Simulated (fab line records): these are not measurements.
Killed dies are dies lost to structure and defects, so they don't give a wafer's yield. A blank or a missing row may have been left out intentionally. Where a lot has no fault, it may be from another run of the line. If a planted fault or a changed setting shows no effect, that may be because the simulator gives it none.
Comparing a struck lot with a sound one -- flow sky130 -- 17 steps out of a route of 708
Sound: these wafers, L579.1, L579.4, L579.6. Wafers struck: L578.1, L578.3, L578.6. The cause comes at the end.
Order at every step that has rows: each side's tool, ch and its chambers, its first start. Under that, the readings that differ: sound wafers -- struck wafers -- difference of the means -- sigmas: that difference in standard deviations of wafers without a fault.
alike: words and numbers the same on both sides, and readings whose means are apart by under 2 such deviations; not compared: readings that were withheld, readings missing a value for some wafer, numbers with overlapping values and no deviation given by the record, and bounds like >300 which may hide the same value.
The two part at a step that has a row with sigmas, a row that says differs or no value, or rows on one side only. Numbers that don't overlap but have no deviation are shown without sigmas and don't part them. A reading that every wafer of one side lacks parts them only if that side has two wafers or more.

first, 3 steps without rows for these wafers: SKY_VIA2_EXPOSE_09 (exposes mask VIM2, target cd 200 nm); SKY_VIA2_PEB_10; SKY_VIA2_DEVELOP_11 (develop time 60 s).
SKY_VIA2_CD_MEAS_12: the cd target is 200 nm.
  sound on cd_sem-02 at day 41 22:53; struck on cd_sem-01 at day 41 18:08
  alike: cd_nm
SKY_VIA2_OVL_MEAS_13:
  sound on overlay-01 at day 41 23:01; struck on overlay-02 at day 41 18:16
  alike: VIA2_OVL
SKY_VIA2_ETCH_14: etches BARC in N2/H2, stops on SiO2, time 45.9 s, target depth 60 nm.
  sound on rie_diel-02 ch 0,2,3, day 41 23:02; struck on rie_diel-02 ch 0,1,3, day 41 18:18
  alike: drypump_motor_current_A, oes_product_au, throttle_valve_pct
  not compared: rf_hours_counter_h
SKY_VIA2_ETCH_15: etches SiO2 in C4F8/O2/Ar, stops on TiN, target depth 546 nm, time 84 s.
  sound on rie_diel-02 ch 0,2,3, day 41 23:05; struck on rie_diel-02 ch 0,1,3, day 41 18:20
  alike: oes_product_au
SKY_VIA2_STRIP_16: strips in O2/N2.
  sound on plasma_asher-03 ch 0,1, day 41 23:09; struck on plasma_asher-03 ch 0,1, day 41 18:25
  alike: drypump_motor_current_A, oes_product_au, strip_time_to_endpoint_s
  not compared: rf_hours_counter_h
then, 3 steps without rows for these wafers: SKY_VIA2_STRIP_17 (strips in post etch residue remover, time 1200 s); SKY_VIA2_CLEAN_18 (cleans in IPA, time 180 s); SKY_VIA2_CLEAN_19 (cleans in O3/DIW).
SKY_VIA2_SPUTTER_20: material TiN, target thk 20 nm, time 80 s.
  sound on pvd_sputter-01 at day 41 23:44; struck on pvd_sputter-03 at day 41 19:00
  alike: cathode_dc_power_W, throttle_valve_pct
SKY_VIA2_CVD_21: deposits W, target thk 420 nm, time 126.4 s.
  sound on cvd_w-02 ch 1, day 41 23:48; struck on cvd_w-02 ch 1, day 41 19:04
  no value came back on the struck wafers for chamber_pressure_Torr (Torr), heater_power_outer_w (W), heater_power_w (W); on the sound wafers chamber_pressure_Torr (Torr) reads 39.89 40.06 39.94
SKY_VIA2_RS_MEAS_22: the measuring method here is four-point-probe.
  sound on film_metro-03 at day 42 00:04; struck on film_metro-03 at day 41 19:19
reading,sound,struck,difference,sigmas
VIA2_W_RS (ohm/sq),0.2760 0.2733 0.2742,59.471 57.561 58.806,+58.338,+99 or more
SKY_VIA2_THK_MEAS_23: measures by xrf.
  sound on film_metro-03 at day 42 00:11; struck on film_metro-03 at day 41 19:26
  not compared: VIA2_W_THK
SKY_VIA2_CMP_24: polishes, stops on SiO2, t overpolish 20 s, target thk 0 nm.
  sound on cmp-01 ch 2,3, day 42 00:17; struck on cmp-02 ch 0,1,2, day 41 19:30
reading,sound,struck,difference,sigmas
time_to_endpoint_s (s),96 94 94,6 5 7,-89,-24
  alike: edge_zone_pressure_frac, motor_current_A
-- the record jumps here: 8 days lie between the struck wafers' starts before and after (it left off in module VIA2 and takes up again in module PAD_OPEN, whose first step shown is number 708 of the route) --
SKY_PAD_OPEN_PROBE_99:
  sound on prober-01 at day 50 04:06; struck on prober-02 at day 50 01:56
reading,sound,struck,difference,sigmas
defect_limited_yield (%),83.9 83.3 82.5,0 0 0,-83,-42
killed_at_M0_to_M3,43 35 48,447 455 454,+410,+53
killed_dies,79 82 86,492 492 492,+410,+43
killed_on_rim,14 16 15,96 96 96,+81,+21
sort_bin_5_function (%),8.9 9.6 9.8,91.1 93.3 92.5,+82.9,+59
sort_n_pass,413 410 406,0 0 0,-410,-43
sort_yield_pct (%),83.9 83.3 82.5,0 0 0,-83,-42
  alike: killed_at_M4_up, killed_at_contacts, killed_at_front_end, killed_at_other, killed_open, killed_short, sort_bin_3_pad_short, sort_bin_6_memory

== WHERE THEY PART ==
Last at SKY_PAD_OPEN_PROBE_99 as far as this record goes, first at SKY_VIA2_CVD_21.

WHY: what the simulator had put in
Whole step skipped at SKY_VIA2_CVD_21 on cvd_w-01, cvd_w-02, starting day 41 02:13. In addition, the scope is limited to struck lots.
